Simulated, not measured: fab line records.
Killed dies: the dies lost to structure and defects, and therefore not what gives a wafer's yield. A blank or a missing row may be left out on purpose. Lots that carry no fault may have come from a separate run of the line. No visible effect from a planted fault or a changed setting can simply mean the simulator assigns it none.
The tool behind it: which one? :: flow sky130 :: 6 lots with 18 wafers sampled at 3 steps, on a route of 708 steps

WHAT THE GAUGES READ, wafer by wafer
SKY_LDD_N_OVL_MEAS_07.
lot: L929
measured: day 19 18:16
on: overlay-02
LDD_N_OVL (nm): -0.5 -0.7 -1.2

lot: L931
measured: day 20 06:41
on: overlay-02
LDD_N_OVL (nm): 71.8 73.0 72.4

lot: L933
measured: day 21 01:23
on: overlay-02
LDD_N_OVL (nm): 71.6 75.2 73.6

lot: L938
measured: day 22 21:30
on: overlay-02
LDD_N_OVL (nm): 73.5 74.4 73.2

lot: L944
measured: day 25 19:18
on: overlay-02
LDD_N_OVL (nm): 0.1 -0.8 0.3

lot: L949
measured: day 27 02:24
on: overlay-02
LDD_N_OVL (nm): 1.4 0.9 0.2

EACH LOT AND THE TOOL THAT RAN IT (in order: tool; ch and the chambers of the sampled wafers; start)
lot: L929
SKY_SONOS_ONO_ETCH_15: rie_diel-01 ch 0,1, day 14 07:24
SKY_LDD_N_EXPOSE_04: iline_stepper-02 ch 0, day 19 01:56

lot: L931
SKY_SONOS_ONO_ETCH_15: rie_diel-04 ch 0,2,3, day 14 18:31
SKY_LDD_N_EXPOSE_04: iline_stepper-02 ch 0, day 19 14:37

lot: L933
SKY_SONOS_ONO_ETCH_15: rie_diel-04 ch 0,2, day 15 10:21
SKY_LDD_N_EXPOSE_04: iline_stepper-02 ch 0, day 20 09:10

lot: L938
SKY_SONOS_ONO_ETCH_15: rie_diel-01 ch 0,1,2, day 17 03:24
SKY_LDD_N_EXPOSE_04: iline_stepper-02 ch 0, day 22 06:10

lot: L944
SKY_SONOS_ONO_ETCH_15: rie_diel-02 ch 0,1, day 19 19:09
SKY_LDD_N_EXPOSE_04: iline_stepper-01 ch 0, day 25 04:02

lot: L949
SKY_SONOS_ONO_ETCH_15: rie_diel-01 ch 1,2, day 21 09:36
SKY_LDD_N_EXPOSE_04: iline_stepper-01 ch 0, day 26 12:01
- SKY_SONOS_ONO_ETCH_15: etches the open film in CHF3/O2, target depth 19.52 nm, time 7.8 s.
- SKY_LDD_N_EXPOSE_04: exposes mask NTM, target cd 840 nm.

THE ANSWER, worked out from the rows above alone
Rule: the lots themselves supply what counts as usual. Put in order of their means at a reading, lots are off if they are a third of the lots or fewer, leave a main group of 4 or more, and stand apart from it by a gap of 3 or more times the standard deviation of the main group's means; of several such gaps the widest counts. A main group is skipped when, at the precision printed for the reading in the tables above, its means are all equal. A lot without any number at a reading at which 4 lots or more have one is off too. Where the step has rows for the other lots, those lots are counted as sound.
Across all readings shown, no lot is off: no conclusion can be drawn from this.

WHAT HAD BEEN PUT IN BY THE SIMULATOR
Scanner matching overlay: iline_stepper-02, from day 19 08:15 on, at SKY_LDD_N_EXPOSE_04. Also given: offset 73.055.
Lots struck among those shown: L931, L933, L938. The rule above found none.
